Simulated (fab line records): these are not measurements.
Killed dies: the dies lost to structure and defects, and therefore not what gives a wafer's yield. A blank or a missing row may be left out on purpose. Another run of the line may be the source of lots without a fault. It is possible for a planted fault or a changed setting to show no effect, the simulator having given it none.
Struck lot and sound lot, side by side | flow gf180mcu | 16 steps out of a route of 602
Sound: the wafers L375.1, L375.2, L375.4. Struck: wafer L377.6. (L377.4, L377.5 of the same lot were not struck and are left out.) The cause comes at the end.
Per side, at each step with rows, come the tool, then ch with its chambers, and then its first start. Under that, the readings that differ: sound wafers | struck wafers | difference of the means | sigmas: that difference in standard deviations of wafers without a fault.
alike: readings whose means differ by less than 2 such deviations, and words and numbers that are the same on both sides. not compared: withheld readings, readings that some wafer has no value for, bounds like >300 that may hide the same value, and numbers for which the record gives no deviation and whose values overlap.
A row with sigmas, a row that says differs or no value, or rows on one side alone: a step with any of these is where the two part. Non-overlapping numbers with no deviation appear without sigmas and do not part them. Lack of a reading on every wafer of one side parts them only where that side has two or more wafers.

GF_CONTACT_BOW_MEAS_05:
  sound: film_metro-04 at day 15 14:05; struck: film_metro-01 at day 16 06:19
  alike: CONTACT_BOW
then, 8 steps without rows for these wafers: GF_CONTACT_DEHYDRATE_06 (time 60 s); GF_CONTACT_HMDS_07 (prime time 60 s); GF_CONTACT_COAT_08; GF_CONTACT_COAT_09 (resist thk 1000 nm); GF_CONTACT_SOFTBAKE_10 (time 60 s); GF_CONTACT_EXPOSE_11 (exposes mask Contact, target cd 220 nm); GF_CONTACT_PEB_12 (peb time 90 s); GF_CONTACT_DEVELOP_13 (develop time 60 s).
GF_CONTACT_CD_MEAS_14: the cd target is 220 nm.
  sound: cd_sem-01 at day 16 12:28; struck: cd_sem-02 at day 17 04:55
  alike: cd_nm
GF_CONTACT_OVL_MEAS_15:
  sound: overlay-02 at day 16 12:35; struck: overlay-02 at day 17 05:00
  alike: CONTACT_OVL
GF_CONTACT_ETCH_16: etches BARC in N2/H2.
  sound on rie_diel-03 ch 0,2,3, day 16 12:37; struck on rie_diel-03 ch 0, day 17 05:01
  reading               | sound             | struck | difference | sigmas
  oes_product_au (a.u.) | 0.851 0.850 0.855 | 0.866  | +0.014     | +3
  alike: drypump_motor_current_A, throttle_valve_pct
GF_CONTACT_ETCH_17: etches SiO2 in C4F8/O2/Ar, stops on CoSi2, target depth 860 nm.
  sound on rie_diel-03 ch 0,2,3, day 16 12:00; struck on rie_diel-03 ch 0, day 17 05:00
  reading                  | sound           | struck | difference | sigmas
  model.CONTACT.cd_nm (nm) | 220 219.2 220.1 | 218.2  | -1.6       |
  alike: oes_product_au
GF_CONTACT_STRIP_18: strips in O2/N2.
  sound on plasma_asher-03 ch 0,1, day 16 12:47; struck on plasma_asher-01 ch 1, day 17 05:13
  reading               | sound             | struck | difference | sigmas
  oes_product_au (a.u.) | 0.587 0.583 0.581 | 0.611  | +0.027     | +5
  alike: drypump_motor_current_A, heater_power_w
  not compared: rf_hours_counter_h
then, 1 step without rows for these wafers: GF_CONTACT_CLEAN_19 (cleans in SPM).
-- the record jumps here: 13 days lie between the struck wafers' starts before and after (it left off in module CONTACT and takes up again in module PASSIVATION, whose first step shown is number 602 of the route) --
GF_PASSIVATION_PROBE_99:
  record: rows for the struck wafers here (prober-01, day 29 23:45), none for the sound ones

## WHERE THEY PART
Last at GF_PASSIVATION_PROBE_99 as far as this record goes, first at GF_CONTACT_ETCH_16.

WHY: whatever the simulator had introduced
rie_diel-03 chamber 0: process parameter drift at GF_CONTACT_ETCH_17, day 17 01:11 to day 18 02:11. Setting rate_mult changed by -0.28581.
